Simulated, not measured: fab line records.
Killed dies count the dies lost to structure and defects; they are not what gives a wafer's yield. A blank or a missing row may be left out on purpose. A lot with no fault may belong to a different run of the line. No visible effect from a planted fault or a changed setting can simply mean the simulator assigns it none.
fab line records :: flow sky130
record:
  lots: 6
  wafers: 18
  last-day: 50
route steps=708 shown METAL5@680 PASSIVATION@681
lots that met no fault: from a run of the same line without faults
start-h: hours from the record's first day to the start of the lot's first wafer shown :: wait-h: hours since the lot's step before :: " repeats the value in the row above :: L1.1+2: several wafers, shown together as one row :: - either no value or no given start :: * or withheld: withheld :: < > ~ a bound
route shown NAME@n: names a module that has steps shown in the file, with the first one's number in the route :: usual: mean/standard deviation taken from wafers without a fault :: same: alike in all rows :: chamber/n: place in a boat :: sites: each site's reading :: _std_site: the values' standard deviation :: _edge_site: outer sites' mean less inner sites' :: radius-mm: for every site, how far away it sits from the centre of the wafer :: mask NAME#n: copy n :: behind: the most recent tool/chamber to have shaped the wafer :: hold: what put the lot on hold/how long, in hours/how the hold closed :: device: transistor that didn't switch, given as n, p or np :: end of line: tests of these same wafers at the route's end :: a step given without rows: its recipe and nothing more :: killed: dies lost to structure and defects at the first sort, not the wafer's yield :: map: the dies of a wafer, with x for killed, . for not killed, _ for no die there
set.NAME: the setting that was run; set.NAME@STEP: the one run at that earlier step :: model.NAME: the simulator's own value behind a step, which no gauge read
lots seen at some steps along the route; tables by step, rows by wafer
services: when a tool's chamber went out of use (start-h, in hours from the record's first day, below 0 if earlier), for how many hours, and the reason
== steps ==
step: SKY_METAL5_CLEAN_19
recipe:
  chemistry: O3/DIW
  dry: n2-spin
step: SKY_PASSIVATION_CVD_00
recipe:
  material: SiO2
  target-thk-nm: 90
  temp-c: 400
  time-s: withheld
  rf-w: 600
usual:
  heater-power-w: 634/79
lot.wafer: L647.3
tool: pecvd-04
chamber: 2
start-h: 1066.40
wait-h: 0.0
heater-power-w: 654

lot.wafer: L647.4
tool: pecvd-04
chamber: 0
start-h: 1066.40
wait-h: 0.0
heater-power-w: 708

lot.wafer: L647.5
tool: pecvd-04
chamber: 2
start-h: 1066.40
wait-h: 0.0
heater-power-w: 658

lot.wafer: L651.2
tool: pecvd-04
chamber: 2
start-h: 1073.00
wait-h: 0.0
heater-power-w: 564

lot.wafer: L651.3
tool: pecvd-04
chamber: 1
start-h: 1073.00
wait-h: 0.0
heater-power-w: 699

lot.wafer: L651.4
tool: pecvd-04
chamber: 0
start-h: 1073.00
wait-h: 0.0
heater-power-w: 701

lot.wafer: L656.1
tool: pecvd-02
chamber: 2
start-h: 1111.97
wait-h: 0.0
heater-power-w: 599

lot.wafer: L656.3
tool: pecvd-02
chamber: 1
start-h: 1111.97
wait-h: 0.0
heater-power-w: 539

lot.wafer: L656.6
tool: pecvd-02
chamber: 1
start-h: 1111.97
wait-h: 0.0
heater-power-w: 537

lot.wafer: L658.1
tool: pecvd-01
chamber: 0
start-h: 1112.54
wait-h: 0.0
heater-power-w: 475

lot.wafer: L658.4
tool: pecvd-01
chamber: 1
start-h: 1112.54
wait-h: 0.0
heater-power-w: 631

lot.wafer: L658.5
tool: pecvd-01
chamber: 0
start-h: 1112.54
wait-h: 0.0
heater-power-w: 476

lot.wafer: L661.2
tool: pecvd-02
chamber: 2
start-h: 1136.23
wait-h: 0.0
heater-power-w: 548

lot.wafer: L661.4
tool: pecvd-02
chamber: 0
start-h: 1136.23
wait-h: 0.0
heater-power-w: 682

lot.wafer: L661.5
tool: pecvd-02
chamber: 2
start-h: 1136.23
wait-h: 0.0
heater-power-w: 542

lot.wafer: L668.1
tool: pecvd-02
chamber: 2
start-h: 1165.14
wait-h: 0.0
heater-power-w: 542

lot.wafer: L668.2
tool: pecvd-02
chamber: 1
start-h: 1165.14
wait-h: 0.0
heater-power-w: 564

lot.wafer: L668.6
tool: pecvd-02
chamber: 0
start-h: 1165.14
wait-h: 0.0
heater-power-w: 763
step: SKY_PASSIVATION_THK_MEAS_01
recipe:
  reads: SiO2_of_PASSIVATION_CVD_00
usual:
  PASSIVATION_CVD_00_THK: 89.9/1.2
lot.wafer: L647.3
tool: film-metro-04
chamber: -
start-h: 1066.44
wait-h: -
PASSIVATION_CVD_00_THK[nm]: 89.1

lot.wafer: L647.4
tool: film-metro-04
chamber: -
start-h: 1066.44
wait-h: -
PASSIVATION_CVD_00_THK[nm]: 89.6

lot.wafer: L647.5
tool: film-metro-04
chamber: -
start-h: 1066.44
wait-h: -
PASSIVATION_CVD_00_THK[nm]: 89.6

lot.wafer: L651.2
tool: film-metro-03
chamber: -
start-h: 1073.03
wait-h: -
PASSIVATION_CVD_00_THK[nm]: 90.8

lot.wafer: L651.3
tool: film-metro-03
chamber: -
start-h: 1073.03
wait-h: -
PASSIVATION_CVD_00_THK[nm]: 90.9

lot.wafer: L651.4
tool: film-metro-03
chamber: -
start-h: 1073.03
wait-h: -
PASSIVATION_CVD_00_THK[nm]: 91.9

lot.wafer: L656.1
tool: film-metro-02
chamber: -
start-h: 1111.99
wait-h: -
PASSIVATION_CVD_00_THK[nm]: 89.7

lot.wafer: L656.3
tool: film-metro-02
chamber: -
start-h: 1111.99
wait-h: -
PASSIVATION_CVD_00_THK[nm]: 89.4

lot.wafer: L656.6
tool: film-metro-02
chamber: -
start-h: 1111.99
wait-h: -
PASSIVATION_CVD_00_THK[nm]: 90.1

lot.wafer: L658.1
tool: film-metro-04
chamber: -
start-h: 1112.56
wait-h: -
PASSIVATION_CVD_00_THK[nm]: 87.4

lot.wafer: L658.4
tool: film-metro-04
chamber: -
start-h: 1112.56
wait-h: -
PASSIVATION_CVD_00_THK[nm]: 89.8

lot.wafer: L658.5
tool: film-metro-04
chamber: -
start-h: 1112.56
wait-h: -
PASSIVATION_CVD_00_THK[nm]: 89.4

lot.wafer: L661.2
tool: film-metro-03
chamber: -
start-h: 1136.26
wait-h: -
PASSIVATION_CVD_00_THK[nm]: 89.5

lot.wafer: L661.4
tool: film-metro-03
chamber: -
start-h: 1136.26
wait-h: -
PASSIVATION_CVD_00_THK[nm]: 91.5

lot.wafer: L661.5
tool: film-metro-03
chamber: -
start-h: 1136.26
wait-h: -
PASSIVATION_CVD_00_THK[nm]: 91.2

lot.wafer: L668.1
tool: film-metro-04
chamber: -
start-h: 1165.17
wait-h: -
PASSIVATION_CVD_00_THK[nm]: 90.9

lot.wafer: L668.2
tool: film-metro-04
chamber: -
start-h: 1165.17
wait-h: -
PASSIVATION_CVD_00_THK[nm]: 90.8

lot.wafer: L668.6
tool: film-metro-04
chamber: -
start-h: 1165.17
wait-h: -
PASSIVATION_CVD_00_THK[nm]: 92.1
step: SKY_PASSIVATION_CVD_02
recipe:
  material: Si3N4
  target-thk-nm: 540
  temp-c: 400
  time-s: withheld
  rf-w: 437.2
usual:
  heater-power-w: 699/68
lot.wafer: L647.3
tool: pecvd-02
chamber: 0
start-h: 1066.48
wait-h: 0.0
heater-power-w: 749

lot.wafer: L647.4
tool: pecvd-02
chamber: 1
start-h: 1066.48
wait-h: 0.0
heater-power-w: 645

lot.wafer: L647.5
tool: pecvd-02
chamber: 0
start-h: 1066.48
wait-h: 0.0
heater-power-w: 803

lot.wafer: L651.2
tool: pecvd-02
chamber: 1
start-h: 1073.08
wait-h: 0.0
heater-power-w: 659

lot.wafer: L651.3
tool: pecvd-02
chamber: 0
start-h: 1073.08
wait-h: 0.0
heater-power-w: 880

lot.wafer: L651.4
tool: pecvd-02
chamber: 2
start-h: 1073.08
wait-h: 0.0
heater-power-w: 660

lot.wafer: L656.1
tool: pecvd-04
chamber: 1
start-h: 1112.05
wait-h: 0.1
heater-power-w: 738

lot.wafer: L656.3
tool: pecvd-04
chamber: 0
start-h: 1112.05
wait-h: 0.1
heater-power-w: 672

lot.wafer: L656.6
tool: pecvd-04
chamber: 1
start-h: 1112.05
wait-h: 0.1
heater-power-w: 749

lot.wafer: L658.1
tool: pecvd-02
chamber: 0
start-h: 1112.62
wait-h: 0.1
heater-power-w: 865

lot.wafer: L658.4
tool: pecvd-02
chamber: 1
start-h: 1112.62
wait-h: 0.1
heater-power-w: 670

lot.wafer: L658.5
tool: pecvd-02
chamber: 0
start-h: 1112.62
wait-h: 0.1
heater-power-w: 702

lot.wafer: L661.2
tool: pecvd-04
chamber: 1
start-h: 1136.31
wait-h: 0.0
heater-power-w: 772

lot.wafer: L661.4
tool: pecvd-04
chamber: 2
start-h: 1136.31
wait-h: 0.0
heater-power-w: 713

lot.wafer: L661.5
tool: pecvd-04
chamber: 0
start-h: 1136.31
wait-h: 0.0
heater-power-w: 636

lot.wafer: L668.1
tool: pecvd-04
chamber: 2
start-h: 1165.23
wait-h: 0.1
heater-power-w: 681

lot.wafer: L668.2
tool: pecvd-04
chamber: 1
start-h: 1165.23
wait-h: 0.1
heater-power-w: 691

lot.wafer: L668.6
tool: pecvd-04
chamber: 1
start-h: 1165.23
wait-h: 0.1
heater-power-w: 708
step: SKY_PASSIVATION_THK_MEAS_03
recipe:
  reads: Si3N4_of_PASSIVATION_CVD_02
usual:
  PASSIVATION_CVD_02_THK: 536/7.4
lot.wafer: L647.3
tool: film-metro-03
chamber: -
start-h: 1066.72
wait-h: -
PASSIVATION_CVD_02_THK[nm]: 529

lot.wafer: L647.4
tool: film-metro-03
chamber: -
start-h: 1066.72
wait-h: -
PASSIVATION_CVD_02_THK[nm]: 536

lot.wafer: L647.5
tool: film-metro-03
chamber: -
start-h: 1066.72
wait-h: -
PASSIVATION_CVD_02_THK[nm]: 537

lot.wafer: L651.2
tool: film-metro-02
chamber: -
start-h: 1073.31
wait-h: -
PASSIVATION_CVD_02_THK[nm]: 526

lot.wafer: L651.3
tool: film-metro-02
chamber: -
start-h: 1073.31
wait-h: -
PASSIVATION_CVD_02_THK[nm]: 526

lot.wafer: L651.4
tool: film-metro-02
chamber: -
start-h: 1073.31
wait-h: -
PASSIVATION_CVD_02_THK[nm]: 531

lot.wafer: L656.1
tool: film-metro-04
chamber: -
start-h: 1112.28
wait-h: -
PASSIVATION_CVD_02_THK[nm]: 535

lot.wafer: L656.3
tool: film-metro-04
chamber: -
start-h: 1112.28
wait-h: -
PASSIVATION_CVD_02_THK[nm]: 539

lot.wafer: L656.6
tool: film-metro-04
chamber: -
start-h: 1112.28
wait-h: -
PASSIVATION_CVD_02_THK[nm]: 551

lot.wafer: L658.1
tool: film-metro-03
chamber: -
start-h: 1112.85
wait-h: -
PASSIVATION_CVD_02_THK[nm]: 524

lot.wafer: L658.4
tool: film-metro-03
chamber: -
start-h: 1112.85
wait-h: -
PASSIVATION_CVD_02_THK[nm]: 529

lot.wafer: L658.5
tool: film-metro-03
chamber: -
start-h: 1112.85
wait-h: -
PASSIVATION_CVD_02_THK[nm]: 537

lot.wafer: L661.2
tool: film-metro-03
chamber: -
start-h: 1136.55
wait-h: -
PASSIVATION_CVD_02_THK[nm]: 540

lot.wafer: L661.4
tool: film-metro-03
chamber: -
start-h: 1136.55
wait-h: -
PASSIVATION_CVD_02_THK[nm]: 547

lot.wafer: L661.5
tool: film-metro-03
chamber: -
start-h: 1136.55
wait-h: -
PASSIVATION_CVD_02_THK[nm]: 549

lot.wafer: L668.1
tool: film-metro-04
chamber: -
start-h: 1165.45
wait-h: -
PASSIVATION_CVD_02_THK[nm]: 542

lot.wafer: L668.2
tool: film-metro-04
chamber: -
start-h: 1165.45
wait-h: -
PASSIVATION_CVD_02_THK[nm]: 534

lot.wafer: L668.6
tool: film-metro-04
chamber: -
start-h: 1165.45
wait-h: -
PASSIVATION_CVD_02_THK[nm]: 545
step: SKY_PASSIVATION_DEHYDRATE_04
recipe:
  temp-c: 200
  time-s: 60
step: SKY_PASSIVATION_HMDS_05
recipe:
  prime-time-s: 60
  prime-temp-c: 120
step: SKY_PASSIVATION_COAT_06
recipe:
  spin-rpm: 2000
  resist-thk-nm: 3000
step: SKY_PASSIVATION_SOFTBAKE_07
recipe:
  temp-c: 110
  time-s: withheld
step: SKY_PASSIVATION_EXPOSE_08
recipe:
  mask-id: NSM
  target-cd-nm: 3000
  na: 0.57
  dose-mj: 260
step: SKY_PASSIVATION_PEB_09
recipe:
  temp-c: 115
  time-s: withheld
step: SKY_PASSIVATION_DEVELOP_10
recipe:
  develop-time-s: 60
  dev-temp-c: 23
step: SKY_PASSIVATION_ETCH_11
recipe:
  chemistry: CF4/O2
  target-depth-nm: 725
  stop-on: AlCu
  source-w: 800
  bias-w: 150
  pressure-mtorr: 150
  cf4-flow-sccm: 80
  O2_flow_sccm: 10
  time-s: 161.1
usual:
  O2_flow_sccm: 10.001/0.03
  bias-w: 150.0/0.47
  drypump-motor-current-A: 5.9/0.44
  oes-product-au: 0.974/0.0074
  throttle-valve-pct: 5.963/0.0093
  time-s: 161.1/0
lot.wafer: L647.3
tool: rie-diel-04
chamber: 0
start-h: 1087.63
wait-h: -
O2_flow_sccm: 10.005
bias-w: 150.0
drypump-motor-current-A: 5.9
oes-product-au: 0.965
rf-hours-counter-h: 8
throttle-valve-pct: 5.960
time-s: 161.1
model.coat_of_PASSIVATION_COAT_06.thk-nm: 2511

lot.wafer: L647.4
tool: rie-diel-04
chamber: 3
start-h: 1087.63
wait-h: -
O2_flow_sccm: 10.042
bias-w: 149.5
drypump-motor-current-A: 6.0
oes-product-au: 0.978
rf-hours-counter-h: -
throttle-valve-pct: 5.985
time-s: 161.1
model.coat_of_PASSIVATION_COAT_06.thk-nm: 2520

lot.wafer: L647.5
tool: rie-diel-04
chamber: 0
start-h: 1087.63
wait-h: -
O2_flow_sccm: 10.033
bias-w: 149.9
drypump-motor-current-A: 5.9
oes-product-au: 0.968
rf-hours-counter-h: -
throttle-valve-pct: 5.983
time-s: 161.1
model.coat_of_PASSIVATION_COAT_06.thk-nm: 2498

lot.wafer: L651.2
tool: rie-diel-02
chamber: 0
start-h: 1094.03
wait-h: -
O2_flow_sccm: 9.953
bias-w: 149.9
drypump-motor-current-A: 5.8
oes-product-au: 0.966
rf-hours-counter-h: 22
throttle-valve-pct: 5.946
time-s: 161.1
model.coat_of_PASSIVATION_COAT_06.thk-nm: 2520

lot.wafer: L651.3
tool: rie-diel-02
chamber: 2
start-h: 1094.03
wait-h: -
O2_flow_sccm: 9.947
bias-w: 150.5
drypump-motor-current-A: 6.2
oes-product-au: 0.969
rf-hours-counter-h: 12
throttle-valve-pct: 5.965
time-s: 161.1
model.coat_of_PASSIVATION_COAT_06.thk-nm: 2528

lot.wafer: L651.4
tool: rie-diel-02
chamber: 3
start-h: 1094.03
wait-h: -
O2_flow_sccm: 10.015
bias-w: 150.2
drypump-motor-current-A: 5.2
oes-product-au: 0.976
rf-hours-counter-h: 17
throttle-valve-pct: 5.984
time-s: 161.1
model.coat_of_PASSIVATION_COAT_06.thk-nm: 2533

lot.wafer: L656.1
tool: rie-diel-04
chamber: 0
start-h: 1132.08
wait-h: -
O2_flow_sccm: -
bias-w: -
drypump-motor-current-A: -
oes-product-au: -
rf-hours-counter-h: -
throttle-valve-pct: -
time-s: -
model.coat_of_PASSIVATION_COAT_06.thk-nm: 3008

lot.wafer: L656.3
tool: rie-diel-04
chamber: 3
start-h: 1132.08
wait-h: -
O2_flow_sccm: -
bias-w: -
drypump-motor-current-A: -
oes-product-au: -
rf-hours-counter-h: -
throttle-valve-pct: -
time-s: -
model.coat_of_PASSIVATION_COAT_06.thk-nm: 3010

lot.wafer: L656.6
tool: rie-diel-04
chamber: 0
start-h: 1132.08
wait-h: -
O2_flow_sccm: -
bias-w: -
drypump-motor-current-A: -
oes-product-au: -
rf-hours-counter-h: -
throttle-valve-pct: -
time-s: -
model.coat_of_PASSIVATION_COAT_06.thk-nm: 3009

lot.wafer: L658.1
tool: rie-diel-03
chamber: 2
start-h: 1132.88
wait-h: -
O2_flow_sccm: -
bias-w: -
drypump-motor-current-A: -
oes-product-au: -
rf-hours-counter-h: -
throttle-valve-pct: -
time-s: -
model.coat_of_PASSIVATION_COAT_06.thk-nm: 2992

lot.wafer: L658.4
tool: rie-diel-03
chamber: 3
start-h: 1132.88
wait-h: -
O2_flow_sccm: -
bias-w: -
drypump-motor-current-A: -
oes-product-au: -
rf-hours-counter-h: -
throttle-valve-pct: -
time-s: -
model.coat_of_PASSIVATION_COAT_06.thk-nm: 3003

lot.wafer: L658.5
tool: rie-diel-03
chamber: 3
start-h: 1132.88
wait-h: -
O2_flow_sccm: -
bias-w: -
drypump-motor-current-A: -
oes-product-au: -
rf-hours-counter-h: -
throttle-valve-pct: -
time-s: -
model.coat_of_PASSIVATION_COAT_06.thk-nm: 2997

lot.wafer: L661.2
tool: rie-diel-03
chamber: 1
start-h: 1155.53
wait-h: -
O2_flow_sccm: 10.003
bias-w: 150.0
drypump-motor-current-A: 6.3
oes-product-au: 0.969
rf-hours-counter-h: 27
throttle-valve-pct: 5.951
time-s: 161.1
model.coat_of_PASSIVATION_COAT_06.thk-nm: 2527

lot.wafer: L661.4
tool: rie-diel-03
chamber: 0
start-h: 1155.53
wait-h: -
O2_flow_sccm: 10.009
bias-w: 150.1
drypump-motor-current-A: 5.3
oes-product-au: 0.984
rf-hours-counter-h: 16
throttle-valve-pct: 5.969
time-s: 161.1
model.coat_of_PASSIVATION_COAT_06.thk-nm: 2536

lot.wafer: L661.5
tool: rie-diel-03
chamber: 0
start-h: 1155.53
wait-h: -
O2_flow_sccm: 10.033
bias-w: 149.7
drypump-motor-current-A: 5.3
oes-product-au: 0.980
rf-hours-counter-h: -
throttle-valve-pct: 5.987
time-s: 161.1
model.coat_of_PASSIVATION_COAT_06.thk-nm: 2534

lot.wafer: L668.1
tool: rie-diel-02
chamber: 1
start-h: 1182.13
wait-h: -
O2_flow_sccm: 9.969
bias-w: 149.6
drypump-motor-current-A: 6.5
oes-product-au: 0.974
rf-hours-counter-h: 15
throttle-valve-pct: 5.973
time-s: 161.1
model.coat_of_PASSIVATION_COAT_06.thk-nm: 2531

lot.wafer: L668.2
tool: rie-diel-02
chamber: 3
start-h: 1182.13
wait-h: -
O2_flow_sccm: 10.018
bias-w: 149.4
drypump-motor-current-A: 5.2
oes-product-au: 0.973
rf-hours-counter-h: 20
throttle-valve-pct: 5.962
time-s: 161.1
model.coat_of_PASSIVATION_COAT_06.thk-nm: 2531

lot.wafer: L668.6
tool: rie-diel-02
chamber: 2
start-h: 1182.13
wait-h: -
O2_flow_sccm: 10.023
bias-w: 149.8
drypump-motor-current-A: 6.2
oes-product-au: 0.980
rf-hours-counter-h: -
throttle-valve-pct: 5.957
time-s: 161.1
model.coat_of_PASSIVATION_COAT_06.thk-nm: 2522
step: SKY_PASSIVATION_STRIP_12
recipe:
  chemistry: O2/N2
  power-w: 1400
  pressure-mtorr: 1500
  platen-temp-c: withheld
  overash-fraction: 0.7
  o2-flow-sccm: 3000
  n2-flow-sccm: 300
usual:
  drypump-motor-current-A: 5.7/0.47
  o2-flow-sccm: 3000/9.5
  oes-product-au: 0.660/0.0046
  strip-time-to-endpoint-s: 31.56/0.12
lot.wafer: L647.3
tool: plasma-asher-02
chamber: 0
start-h: 1087.77
wait-h: 0.1
drypump-motor-current-A: 5.5
o2-flow-sccm: 2990
oes-product-au: 0.650
rf-hours-counter-h: -
strip-time-to-endpoint-s: 31.45

lot.wafer: L647.4
tool: plasma-asher-02
chamber: 1
start-h: 1087.77
wait-h: 0.1
drypump-motor-current-A: 4.8
o2-flow-sccm: 2996
oes-product-au: 0.659
rf-hours-counter-h: -
strip-time-to-endpoint-s: 31.58

lot.wafer: L647.5
tool: plasma-asher-02
chamber: 1
start-h: 1087.77
wait-h: 0.1
drypump-motor-current-A: 4.7
o2-flow-sccm: 2997
oes-product-au: 0.665
rf-hours-counter-h: -
strip-time-to-endpoint-s: 31.30

lot.wafer: L651.2
tool: plasma-asher-02
chamber: 1
start-h: 1094.14
wait-h: 0.1
drypump-motor-current-A: 4.7
o2-flow-sccm: 2991
oes-product-au: 0.655
rf-hours-counter-h: 3
strip-time-to-endpoint-s: 31.57

lot.wafer: L651.3
tool: plasma-asher-02
chamber: 1
start-h: 1094.14
wait-h: 0.1
drypump-motor-current-A: 4.7
o2-flow-sccm: 3009
oes-product-au: 0.654
rf-hours-counter-h: -
strip-time-to-endpoint-s: 31.64

lot.wafer: L651.4
tool: plasma-asher-02
chamber: 0
start-h: 1094.14
wait-h: 0.1
drypump-motor-current-A: 5.5
o2-flow-sccm: 2986
oes-product-au: 0.663
rf-hours-counter-h: -
strip-time-to-endpoint-s: 31.72

lot.wafer: L656.1
tool: plasma-asher-04
chamber: 0
start-h: 1132.19
wait-h: 0.1
drypump-motor-current-A: 5.4
o2-flow-sccm: 2998
oes-product-au: 0.665
rf-hours-counter-h: 72
strip-time-to-endpoint-s: 37.07

lot.wafer: L656.3
tool: plasma-asher-04
chamber: 1
start-h: 1132.19
wait-h: 0.1
drypump-motor-current-A: 5.8
o2-flow-sccm: 3013
oes-product-au: 0.667
rf-hours-counter-h: -
strip-time-to-endpoint-s: 37.08

lot.wafer: L656.6
tool: plasma-asher-04
chamber: 0
start-h: 1132.19
wait-h: 0.1
drypump-motor-current-A: 5.4
o2-flow-sccm: 3005
oes-product-au: 0.658
rf-hours-counter-h: -
strip-time-to-endpoint-s: 37.08

lot.wafer: L658.1
tool: plasma-asher-04
chamber: 1
start-h: 1132.99
wait-h: 0.1
drypump-motor-current-A: 5.8
o2-flow-sccm: 2990
oes-product-au: 0.661
rf-hours-counter-h: 72
strip-time-to-endpoint-s: 36.88

lot.wafer: L658.4
tool: plasma-asher-04
chamber: 1
start-h: 1132.99
wait-h: 0.1
drypump-motor-current-A: 5.8
o2-flow-sccm: 2992
oes-product-au: 0.664
rf-hours-counter-h: -
strip-time-to-endpoint-s: 37.00

lot.wafer: L658.5
tool: plasma-asher-04
chamber: 1
start-h: 1132.99
wait-h: 0.1
drypump-motor-current-A: 5.8
o2-flow-sccm: 3000
oes-product-au: 0.660
rf-hours-counter-h: -
strip-time-to-endpoint-s: 36.92

lot.wafer: L661.2
tool: plasma-asher-02
chamber: 0
start-h: 1155.63
wait-h: 0.1
drypump-motor-current-A: 5.4
o2-flow-sccm: 2999
oes-product-au: 0.667
rf-hours-counter-h: 9
strip-time-to-endpoint-s: 31.63

lot.wafer: L661.4
tool: plasma-asher-02
chamber: 1
start-h: 1155.63
wait-h: 0.1
drypump-motor-current-A: 4.7
o2-flow-sccm: 3004
oes-product-au: 0.665
rf-hours-counter-h: -
strip-time-to-endpoint-s: 31.75

lot.wafer: L661.5
tool: plasma-asher-02
chamber: 1
start-h: 1155.63
wait-h: 0.1
drypump-motor-current-A: 4.8
o2-flow-sccm: 3005
oes-product-au: 0.662
rf-hours-counter-h: -
strip-time-to-endpoint-s: 31.74

lot.wafer: L668.1
tool: plasma-asher-04
chamber: 1
start-h: 1182.24
wait-h: 0.1
drypump-motor-current-A: 5.8
o2-flow-sccm: 2994
oes-product-au: 0.661
rf-hours-counter-h: 77
strip-time-to-endpoint-s: 31.69

lot.wafer: L668.2
tool: plasma-asher-04
chamber: 0
start-h: 1182.24
wait-h: 0.1
drypump-motor-current-A: 5.4
o2-flow-sccm: 3014
oes-product-au: 0.667
rf-hours-counter-h: 77
strip-time-to-endpoint-s: 31.69

lot.wafer: L668.6
tool: plasma-asher-04
chamber: 1
start-h: 1182.24
wait-h: 0.1
drypump-motor-current-A: 5.8
o2-flow-sccm: 3011
oes-product-au: 0.662
rf-hours-counter-h: -
strip-time-to-endpoint-s: 31.58
== services ==
tool: rie-diel-03
chamber: 1
start-h: 1042.63
hours: 2.8
kind: repair

tool: pecvd-04
chamber: 0
start-h: 1047.87
hours: 5.0
kind: scheduled-down

tool: rie-diel-04
chamber: -
start-h: 1050.56
hours: 28.1
kind: pm

tool: plasma-asher-02
chamber: -
start-h: 1055.25
hours: 9.0
kind: pm

tool: plasma-asher-02
chamber: 0
start-h: 1055.25
hours: 9.0
kind: vent-cycle

tool: plasma-asher-02
chamber: 1
start-h: 1055.25
hours: 9.0
kind: vent-cycle

tool: plasma-asher-02
chamber: 0
start-h: 1064.25
hours: -
kind: clean

tool: plasma-asher-02
chamber: 1
start-h: 1064.25
hours: -
kind: clean

tool: pecvd-02
chamber: 2
start-h: 1066.91
hours: 5.5
kind: scheduled-down

tool: rie-diel-02
chamber: -
start-h: 1067.59
hours: 14.6
kind: pm

tool: rie-diel-03
chamber: 2
start-h: 1083.15
hours: 14.0
kind: repair

tool: rie-diel-04
chamber: 1
start-h: 1084.48
hours: 26.8
kind: repair

tool: rie-diel-03
chamber: 1
start-h: 1096.97
hours: 5.1
kind: repair

tool: pecvd-02
chamber: 2
start-h: 1100.64
hours: 5.3
kind: repair

tool: rie-diel-04
chamber: -
start-h: 1101.76
hours: 2.8
kind: pm

tool: rie-diel-02
chamber: -
start-h: 1105.66
hours: 2.8
kind: pm

tool: pecvd-02
chamber: 2
start-h: 1112.99
hours: 16.5
kind: scheduled-down

tool: pecvd-04
chamber: 0
start-h: 1122.49
hours: 5.5
kind: scheduled-down

tool: rie-diel-02
chamber: 2
start-h: 1128.67
hours: 8.8
kind: repair

tool: rie-diel-02
chamber: -
start-h: 1132.79
hours: 0.9
kind: repair

tool: rie-diel-04
chamber: 1
start-h: 1143.83
hours: 1.9
kind: repair

tool: pecvd-01
chamber: 0
start-h: 1143.93
hours: 4.6
kind: repair

tool: plasma-asher-04
chamber: -
start-h: 1148.64
hours: 4.3
kind: pm

tool: pecvd-02
chamber: -
start-h: 1181.79
hours: 5.5
kind: pm
== key ==
first-sign:
  step: SKY_PASSIVATION_ETCH_11
  reading: tool-record
  direction: missing
effect:
  step: SKY_PASSIVATION_STRIP_12
  reading: strip-time-to-endpoint-s
  direction: up
  sigmas: 44
  usual: *
  struck: *
model-effect:
  step: SKY_PASSIVATION_ETCH_11
  value: coat_of_PASSIVATION_COAT_06.thk-nm
  without: 2517
  struck: 3003
met-at SKY_PASSIVATION_ETCH_11
struck-wafers L656.1,L656.3,L656.6,L658.1,L658.4,L658.5
later-rows-left-out L656.1,L656.3,L656.6,L658.1,L658.4,L658.5
sort-left-out L656.1,L656.3,L656.6,L658.1,L658.4,L658.5
tester-left-out L658
onset-between 1087.63 1132.08
earlier-fault:
  kind: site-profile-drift
  tool: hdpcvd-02
  chamber: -
  onset-h: 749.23
  steps: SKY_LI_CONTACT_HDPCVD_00
  basis: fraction
  max-abs-drift: 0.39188
  slope-share-per-hr: 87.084
  site-pattern: 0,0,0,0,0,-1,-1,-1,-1
fault:
  kind: skipped-step-whole
  tool: rie-diel-03,rie-diel-04
  chamber: -
  onset-h: 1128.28
  steps: SKY_PASSIVATION_ETCH_11
  scope: struck-lots-only
tester-left-out: of these lots the tester's yield and bins aren't shown, on N5 and GAA mostly nor the transistor test; their killed dies are dies lost to structure and defects alone, not to doping, threshold or leakage, so they don't give the yield
sort-left-out: the simulated sort isn't trusted on such a fault, so these wafers' sort isn't shown, and their yield isn't known
later-rows-left-out: the simulator's readings of these wafers behind a module that went badly wrong aren't trusted and aren't shown, but for the sort
